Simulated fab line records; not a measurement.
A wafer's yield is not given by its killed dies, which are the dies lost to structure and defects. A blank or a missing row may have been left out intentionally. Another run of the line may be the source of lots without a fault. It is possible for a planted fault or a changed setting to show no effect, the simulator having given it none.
fab line records    flow sky130
record lots=12  wafers=36  last_day=50
route steps=708 shown VT_ADJUST_HVTR@138 LDD_N@246 LOCAL_INTERCONNECT@387 VIA1@459
lots with no fault: from the same line, run without faults
start_h: the number of hours between the record's first day and the start of the first shown wafer of the lot    wait_h: hours from the lot's prior step to this one    " repeats the value in the row above    L1.1+2: a row that stands for several wafers    - value missing, or start not given    * or withheld: withheld    < > ~ a bound
route shown NAME@n: names a module that has steps shown in the file, with the first one's number in the route    usual: the fault-free wafers' mean and standard deviation    same: alike in all rows    chamber/n: place in a boat    sites: per-site readings    _std_site: their standard deviation    _edge_site: outer sites' mean less inner sites'    radius_mm: how far each site lies from the wafer's centre    mask NAME#n: copy n    behind: tool/chamber where the wafer was last shaped    hold: reason for holding the lot/hours on hold/outcome of the hold    device: names the non-switching transistor (n, p or np)    end of line: the route-end tests of the same wafers    a step given without rows: its recipe and nothing more    killed: the dies lost at the first sort to structure and to defects; this is not the yield of the wafer    map: shows each die of a wafer: x if killed, . if not, _ if none is there
set.NAME: the setting as run; set.NAME@STEP: as run at that earlier step    model.NAME: the simulator's own value behind a step, which no gauge read
the route's steps for a sample of lots (tables are steps, rows are wafers)
services: when a tool's chamber went out of use (start_h, in hours from the record's first day, below 0 if earlier), for how many hours, and the reason
## steps
# step SKY_VT_ADJUST_HVTR_CD_MEAS_07
# recipe target_cd_nm=380
# usual cd_nm=379.3/2.6
lot.wafer  tool       chamber  start_h  wait_h  cd_nm
L958.2     cd_sem-01  -        207.79   0.1     380.5
L958.3     "          -        "        "       378.8
L958.6     "          -        "        "       381.7
L959.1     cd_sem-02  -        218.58   0.1     381.4
L959.2     "          -        "        "       378.1
L959.5     "          -        "        "       375.2
L962.3     cd_sem-01  -        240.92   0.1     379.1
L962.4     "          -        "        "       380.3
L962.6     "          -        "        "       380.4
L963.3     cd_sem-01  -        243.37   0.1     378.6
L963.4     "          -        "        "       380.5
L963.6     "          -        "        "       380.0
L964.3     cd_sem-01  -        249.81   0.1     376.8
L964.5     "          -        "        "       378.6
L964.6     "          -        "        "       377.9
L965.1     cd_sem-02  -        259.98   0.1     381.2
L965.3     "          -        "        "       382.3
L965.4     "          -        "        "       383.3
L966.2     cd_sem-02  -        273.50   0.1     381.7
L966.4     "          -        "        "       382.4
L966.5     "          -        "        "       382.9
L968.1     cd_sem-01  -        289.22   0.1     382.3
L968.3     "          -        "        "       382.0
L968.4     "          -        "        "       381.6
L973.2     cd_sem-01  -        317.05   0.1     379.8
L973.4     "          -        "        "       378.4
L973.5     "          -        "        "       379.9
L976.1     cd_sem-01  -        338.98   0.1     377.8
L976.4     "          -        "        "       378.3
L976.5     "          -        "        "       379.0
L979.2     cd_sem-01  -        368.50   0.1     380.3
L979.4     "          -        "        "       380.4
L979.6     "          -        "        "       379.2
L980.2     cd_sem-01  -        373.94   0.1     373.8
L980.4     "          -        "        "       374.1
L980.5     "          -        "        "       375.7
# step SKY_LDD_N_IMPLANT_09
# recipe species=As  energy_kev=20  dose_cm2=7.5e+13  tilt_deg=withheld  rotation_deg=113
# usual beam_on_s=10.00/0.21  dose_ions_cm2=7.499e+13/8.7e+10  faraday_current_uA=423/8.7
lot.wafer  tool          chamber  start_h  wait_h  beam_on_s  dose_ions_cm2  faraday_current_uA
L958.2     implanter-01  0        409.23   0.1     10.16      7.52e+13       418
L958.3     "             0        "        "       10.12      7.496e+13      419
L958.6     "             0        "        "       10.23      7.507e+13      413
L959.1     implanter-02  0        422.96   0.1     9.70       7.492e+13      435
L959.2     "             0        "        "       10.21      7.498e+13      415
L959.5     "             0        "        "       9.84       7.504e+13      430
L963.3     implanter-04  0        449.21   0.1     9.75       7.504e+13      434
L963.4     "             0        "        "       10.12      7.492e+13      417
L963.6     "             0        "        "       10.01      7.508e+13      424
L962.3     implanter-04  0        452.41   0.1     10.01      7.494e+13      420
L962.4     "             0        "        "       10.08      7.494e+13      423
L962.6     "             0        "        "       10.19      7.503e+13      416
L964.3     implanter-04  0        462.06   0.1     9.98       7.485e+13      423
L964.5     "             0        "        "       9.79       7.492e+13      432
L964.6     "             0        "        "       10.27      7.491e+13      412
L965.1     implanter-01  0        477.81   0.1     10.00      7.495e+13      422
L965.3     "             0        "        "       10.24      7.493e+13      414
L965.4     "             0        "        "       9.87       7.506e+13      427
L966.2     implanter-02  0        490.93   0.1     9.98       7.499e+13      425
L966.4     "             0        "        "       9.83       7.508e+13      429
L966.5     "             0        "        "       10.06      7.493e+13      419
L968.1     implanter-01  0        506.61   0.1     10.05      7.498e+13      422
L968.3     "             0        "        "       9.90       7.506e+13      429
L968.4     "             0        "        "       9.75       7.491e+13      432
L973.2     implanter-02  0        539.09   0.1     9.98       7.501e+13      423
L973.4     "             0        "        "       9.78       7.496e+13      431
L973.5     "             0        "        "       10.10      7.492e+13      418
L976.1     implanter-04  0        565.66   0.1     12.57      1.1502e+14     518
L976.4     "             0        "        "       12.61      1.1514e+14     514
L976.5     "             0        "        "       12.37      1.1499e+14     522
L979.2     implanter-04  0        591.59   0.1     11.89      1.1502e+14     544
L979.4     "             0        "        "       12.34      1.151e+14      524
L979.6     "             0        "        "       12.14      1.1521e+14     533
L980.2     implanter-02  0        598.09   0.1     9.98       7.515e+13      424
L980.4     "             0        "        "       9.85       7.491e+13      430
L980.5     "             0        "        "       10.55      7.501e+13      401
# step SKY_LDD_N_STRIP_16
# recipe chemistry=O2/N2  power_w=1400  pressure_mtorr=1500  platen_temp_c=withheld  o2_flow_sccm=3000  n2_flow_sccm=300  overash_fraction=0.5
# usual drypump_motor_current_A=5.7/0.34  oes_product_au=0.407/0.0047  strip_time_to_endpoint_s=4.323/0.012
# same overash_fraction=0.5
lot.wafer  tool             chamber  start_h  wait_h  drypump_motor_current_A  oes_product_au  rf_hours_counter_h  strip_time_to_endpoint_s
L958.2     plasma_asher-03  1        410.26   0.1     5.8                      0.409           61                  4.313
L958.3     "                1        "        "       5.8                      0.399           -                   4.318
L958.6     "                1        "        "       5.8                      0.399           -                   4.296
L959.1     plasma_asher-03  1        424.01   0.1     5.8                      0.410           63                  4.339
L959.2     "                0        "        "       4.9                      0.404           63                  4.324
L959.5     "                1        "        "       5.8                      0.411           -                   4.320
L963.3     plasma_asher-02  1        450.24   0.1     5.8                      0.408           -                   4.336
L963.4     "                0        "        "       5.7                      0.401           -                   4.335
L963.6     "                0        "        "       5.7                      0.408           -                   4.349
L962.3     plasma_asher-04  0        453.45   0.1     5.8                      0.409           -                   4.316
L962.4     "                1        "        "       6.0                      0.411           -                   4.337
L962.6     "                0        "        "       5.8                      0.409           -                   4.332
L964.3     plasma_asher-04  0        463.10   0.1     5.8                      0.397           -                   4.315
L964.5     "                1        "        "       6.0                      0.407           -                   4.314
L964.6     "                0        "        "       5.8                      0.407           -                   4.304
L965.1     plasma_asher-04  1        478.86   0.1     6.0                      0.407           4                   4.331
L965.3     "                0        "        "       5.8                      0.411           -                   4.338
L965.4     "                1        "        "       6.0                      0.404           -                   4.303
L966.2     plasma_asher-04  0        491.96   0.1     5.8                      0.408           6                   4.336
L966.4     "                0        "        "       5.8                      0.410           -                   4.310
L966.5     "                0        "        "       5.8                      0.409           -                   4.327
L968.1     plasma_asher-02  1        507.66   0.1     5.8                      0.410           40                  4.304
L968.3     "                0        "        "       5.7                      0.402           -                   4.317
L968.4     "                1        "        "       5.8                      0.408           -                   4.286
L973.2     plasma_asher-02  0        540.11   0.1     5.7                      0.403           44                  4.310
L973.4     "                1        "        "       5.8                      0.403           -                   4.333
L973.5     "                1        "        "       5.8                      0.405           -                   4.337
L976.1     plasma_asher-03  0        566.71   0.1     4.9                      0.410           73                  4.428
L976.4     "                0        "        "       4.9                      0.398           -                   4.452
L976.5     "                1        "        "       5.8                      0.411           -                   4.452
L979.2     plasma_asher-02  0        592.61   0.1     5.7                      0.415           49                  4.427
L979.4     "                1        "        "       5.8                      0.412           -                   4.440
L979.6     "                0        "        "       5.7                      0.408           -                   4.427
L980.2     plasma_asher-03  1        599.11   0.1     5.8                      0.409           77                  4.314
L980.4     "                0        "        "       4.9                      0.405           -                   4.325
L980.5     "                1        "        "       5.8                      0.413           -                   4.327
# step SKY_LOCAL_INTERCONNECT_SPUTTER_00
# recipe material=TiN  target_thk_nm=100  temp_c=300  power_w=6500  time_s=83.3  chamber_pressure_pa=0.4
# usual throttle_valve_pct=30.0/0.95
lot.wafer  tool            chamber  start_h  wait_h  throttle_valve_pct
L958.2     pvd_sputter-03  -        684.48   0.1     30.6
L958.3     "               -        "        "       28.9
L958.6     "               -        "        "       28.9
L959.1     pvd_sputter-03  -        696.04   0.2     29.2
L959.2     "               -        "        "       30.4
L959.5     "               -        "        "       29.4
L963.3     pvd_sputter-03  -        720.35   0.2     29.0
L963.4     "               -        "        "       31.2
L963.6     "               -        "        "       28.8
L962.3     pvd_sputter-02  -        722.77   0.2     31.0
L962.4     "               -        "        "       30.6
L962.6     "               -        "        "       30.5
L964.3     pvd_sputter-02  -        732.71   0.2     30.2
L964.5     "               -        "        "       30.2
L964.6     "               -        "        "       30.0
L965.1     pvd_sputter-03  -        746.61   0.1     31.1
L965.3     "               -        "        "       29.0
L965.4     "               -        "        "       28.6
L966.2     pvd_sputter-03  -        756.71   0.1     30.4
L966.4     "               -        "        "       29.1
L966.5     "               -        "        "       29.1
L968.1     pvd_sputter-01  -        772.83   0.1     29.7
L968.3     "               -        "        "       30.5
L968.4     "               -        "        "       30.8
L973.2     pvd_sputter-02  -        800.92   0.1     30.7
L973.4     "               -        "        "       30.3
L973.5     "               -        "        "       31.0
L976.1     pvd_sputter-02  -        825.24   0.2     30.2
L976.4     "               -        "        "       30.0
L976.5     "               -        "        "       30.4
L979.2     pvd_sputter-02  -        846.37   0.1     30.1
L979.4     "               -        "        "       30.2
L979.6     "               -        "        "       31.2
L980.2     pvd_sputter-02  -        852.08   0.2     28.2
L980.4     "               -        "        "       30.3
L980.5     "               -        "        "       28.5
# step SKY_VIA1_THK_MEAS_01
# recipe reads=SiO2_of_VIA1_HDPCVD_00
# usual VIA1_HDPCVD_THK=1033/8.7
lot.wafer  tool           chamber  start_h  wait_h  VIA1_HDPCVD_THK[nm]
L958.2     film_metro-02  -        771.68   0.1     1037
L958.3     "              -        "        "       1034
L958.6     "              -        "        "       1040
L959.1     film_metro-03  -        782.77   0.1     1018
L959.2     "              -        "        "       1019
L959.5     "              -        "        "       1019
L963.3     film_metro-04  -        806.69   0.1     1020
L963.4     "              -        "        "       1034
L963.6     "              -        "        "       1027
L962.3     film_metro-03  -        809.83   0.1     1035
L962.4     "              -        "        "       1013
L962.6     "              -        "        "       1033
L964.3     film_metro-02  -        818.84   0.1     1051
L964.5     "              -        "        "       1043
L964.6     "              -        "        "       1049
L965.1     film_metro-04  -        831.78   0.1     1029
L965.3     "              -        "        "       1022
L965.4     "              -        "        "       1028
L966.2     film_metro-02  -        840.04   0.1     1036
L966.4     "              -        "        "       1031
L966.5     "              -        "        "       1038
L968.1     film_metro-04  -        856.90   0.1     1037
L968.3     "              -        "        "       1045
L968.4     "              -        "        "       1036
L973.2     film_metro-04  -        883.62   0.1     1028
L973.4     "              -        "        "       1025
L973.5     "              -        "        "       1021
L976.1     film_metro-03  -        906.07   0.1     1028
L976.4     "              -        "        "       1026
L976.5     "              -        "        "       1019
L979.2     film_metro-04  -        926.61   0.1     1038
L979.4     "              -        "        "       1040
L979.6     "              -        "        "       1048
L980.2     film_metro-04  -        931.50   0.1     1030
L980.4     "              -        "        "       1033
L980.5     "              -        "        "       1020
## services
tool             chamber  start_h  hours  kind
implanter-04     -        394.14   1.7    repair
implanter-04     -        395.62   8.4    repair
implanter-01     -        402.23   2.1    repair
plasma_asher-03  -        418.12   2.8    pm
plasma_asher-04  -        421.25   9.0    pm
implanter-01     -        423.32   34.8   repair
implanter-02     -        436.01   2.5    pm
implanter-01     -        460.98   3.9    repair
implanter-04     -        468.29   1.6    repair
implanter-01     -        490.55   1.2    repair
plasma_asher-03  -        494.48   44.3   pm
pvd_sputter-03   -        524.25   3.6    repair
implanter-01     -        554.89   1.2    repair
plasma_asher-02  -        567.58   1.8    repair
implanter-01     -        603.71   2.9    pm
implanter-01     -        644.56   0.8    repair
implanter-04     -        658.76   4.6    pm
implanter-04     -        668.63   3.4    pm
implanter-02     -        690.89   5.2    repair
plasma_asher-03  -        723.94   6.9    repair
implanter-04     -        774.73   5.6    repair
implanter-02     -        805.63   2.3    repair
plasma_asher-03  -        810.41   15.6   pm
pvd_sputter-03   -        835.45   1.4    repair
## key
first_sign step=SKY_LDD_N_IMPLANT_09  reading=dose_ions_cm2  direction=up  sigmas=99+  usual=*  struck=*
effect step=SKY_LDD_N_IMPLANT_09  reading=faraday_current_uA  direction=up  sigmas=12  usual=423  struck=526
effect step=SKY_LDD_N_STRIP_16  reading=strip_time_to_endpoint_s  direction=up  sigmas=9.3  usual=*  struck=*
met_at SKY_LDD_N_IMPLANT_09
struck_lots L976,L979
tester_left_out L976,L979
not_acting_at SKY_VT_ADJUST_HVTR_CD_MEAS_07,SKY_LOCAL_INTERCONNECT_SPUTTER_00,SKY_VIA1_THK_MEAS_01
onset_between 462.06 565.66
fault kind=process_parameter_drift  tool=implanter-04  chamber=-  onset_h=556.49  steps=SKY_LDD_N_IMPLANT_09  channel=dose_cm2  offset=*  shape=step  end_h=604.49  acts_in=*  stated=*
# tester_left_out: of these lots the tester's yield and bins aren't shown, on N5 and GAA mostly nor the transistor test; their killed dies are dies lost to structure and defects alone, not to doping, threshold or leakage, so they don't give the yield
